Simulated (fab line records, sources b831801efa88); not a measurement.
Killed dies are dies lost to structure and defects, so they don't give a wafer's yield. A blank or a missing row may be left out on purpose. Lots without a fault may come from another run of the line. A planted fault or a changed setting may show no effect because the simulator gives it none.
Which tool did it? | flow sky130 | 14 lots, 42 wafers sampled, at 2 steps of a route of 708

WHAT THE GAUGES READ, wafer by wafer
The record holds no reading of a measuring or inspecting step that can be judged against a usual standard deviation.

WHICH TOOL RAN EACH LOT (tool, then ch and the chambers of the sampled wafers, then the start)
lot  | SKY_POLY_CUT_ETCH_11               | SKY_PAD_OPEN_PROBE_99
L861 | rie_diel-01 ch 1,2,3, day 24 14:28 | prober-02, day 45 14:26
L863 | rie_diel-01 ch 1,3, day 25 04:58   | -
L864 | rie_diel-04 ch 0,1,3, day 25 19:20 | -
L866 | rie_diel-01 ch 0,1,2, day 26 11:44 | prober-01, day 46 21:23
L870 | rie_diel-02 ch 0,2,3, day 27 13:28 | -
L871 | rie_diel-01 ch 0,3, day 28 03:19   | prober-02, day 48 03:43
L872 | rie_diel-04 ch 0,1,2, day 31 02:02 | -
L873 | rie_diel-01 ch 0,1,2, day 31 02:04 | prober-02, day 50 08:17
L874 | rie_diel-02 ch 0,2,3, day 31 02:28 | -
L875 | rie_diel-04 ch 1,2,3, day 31 04:06 | -
L879 | rie_diel-02 ch 1,2,3, day 31 04:13 | -
L882 | rie_diel-01 ch 1,2,3, day 31 07:46 | prober-01, day 50 14:44
L883 | rie_diel-02 ch 1,2, day 31 11:58   | prober-01, day 50 15:30
L884 | rie_diel-01 ch 1,2,3, day 31 21:43 | -
- SKY_POLY_CUT_ETCH_11: etches Si3N4 in CF4/CH2F2/Ar, stops on poly-Si, time 42.5 s, target depth 60 nm.
- SKY_PAD_OPEN_PROBE_99

WHAT THE TOOLS THEMSELVES READ (means of the sampled wafers that have a number; where no wafer has one, the mark that the record gives instead)
SKY_POLY_CUT_ETCH_11. Usual: bias_w 150.0 W, standard deviation 0.46; cf4_flow_sccm 40.01 sccm, standard deviation 0.12; drypump_motor_current_A 5.7 A, standard deviation 0.54; oes_product_au 0.828 a.u., standard deviation 0.0067; throttle_valve_pct 14.994 %, standard deviation 0.01.
lot  | tool        | bias_w (W) | cf4_flow_sccm (sccm) | drypump_motor_current_A (A) | oes_product_au (a.u.) | throttle_valve_pct (%) | flag
L861 | rie_diel-01 | 150.1      | 39.88                | 6.0                         | 0.827                 | 14.987                 |
L863 | rie_diel-01 | 149.5      | 40.03                | 6.2                         | 0.834                 | 14.992                 |
L864 | rie_diel-04 | 149.8      | 40.07                | 5.4                         | 0.826                 | 14.993                 |
L866 | rie_diel-01 | 150.1      | 40.12                | 5.8                         | 0.835                 | 14.991                 |
L870 | rie_diel-02 | 149.6      | 40.02                | 5.5                         | 0.825                 | 14.985                 |
L871 | rie_diel-01 | 149.8      | 40.06                | 5.2                         | 0.825                 | 15.010                 |
L872 | rie_diel-04 | 149.7      | 39.83                | 5.6                         | 0.834                 | 14.997                 |
L873 | rie_diel-01 | 150.2      | 39.90                | 5.8                         | 0.830                 | 14.997                 |
L874 | rie_diel-02 | 150.0      | 40.07                | 5.5                         | 0.825                 | 14.990                 |
L875 | rie_diel-04 | 150.4      | 40.08                | 5.1                         | 0.834                 | 14.992                 |
L879 | rie_diel-02 | 150.2      | 40.02                | 5.9                         | 0.828                 | 14.998                 |
L882 | rie_diel-01 | -          | -                    | -                           | -                     | -                      | OFF
L883 | rie_diel-02 | -          | -                    | -                           | -                     | -                      | OFF
L884 | rie_diel-01 | 149.8      | 40.02                | 6.0                         | 0.826                 | 14.992                 |

SKY_PAD_OPEN_PROBE_99. Usual: killed_at_M0_to_M3 44, standard deviation 7.9; killed_at_M4_up 3.1, standard deviation 1.9; killed_at_contacts 24, standard deviation 4.6; killed_at_front_end 16, standard deviation 4.9; killed_at_other 0.3, standard deviation 0.6; killed_dies 87, standard deviation 9.7; killed_on_rim 17, standard deviation 3.7; killed_open 48, standard deviation 7.2; killed_short 39, standard deviation 5.6.
lot  | tool      | killed_at_M0_to_M3 | killed_at_M4_up | killed_at_contacts | killed_at_front_end | killed_at_other | killed_dies | killed_on_rim | killed_open | killed_short | flag
L861 | prober-02 | 46                 | 2.3             | 28                 | 21                  | 0.0             | 98          | 20            | 56          | 42           |
L866 | prober-01 | 45                 | 2.0             | 30                 | 11                  | 0.0             | 88          | 15            | 49          | 38           |
L871 | prober-02 | 47                 | 3.0             | 21                 | 16                  | 0.0             | 88          | 15            | 48          | 40           |
L873 | prober-02 | 41                 | 3.0             | 27                 | 19                  | 0.7             | 91          | 23            | 49          | 41           |
L882 | prober-01 | 38                 | 4.7             | 21                 | 428                 | 0.3             | 492         | 96            | 42          | 38           | OFF
L883 | prober-01 | 48                 | 3.3             | 21                 | 418                 | 1.3             | 492         | 96            | 46          | 40           | OFF

THE ANSWER, worked out from the rows above alone
Rule: a lot is off if the mean of its wafers that have a number lies more than 3 standard deviations from the usual mean. A lot without any number at a reading at which 4 lots or more have one is off too. The other lots that the step has rows for count as sound. The gauges are gone through in route order, then the tools' own readings, and for those a lot's mean is taken as printed above. The first step at which some lot is off is used, and at that step the reading that is off furthest; a lot without a number counts as furthest.
Off: L882, L883, at SKY_POLY_CUT_ETCH_11 (bias_w). Without a number there: L882, L883.
A tool fits if, at that step or a process step before it, it ran every lot that is off, and no sound lot after the first of them. None of those tried fits.

WHAT THE SIMULATOR HAD PUT IN
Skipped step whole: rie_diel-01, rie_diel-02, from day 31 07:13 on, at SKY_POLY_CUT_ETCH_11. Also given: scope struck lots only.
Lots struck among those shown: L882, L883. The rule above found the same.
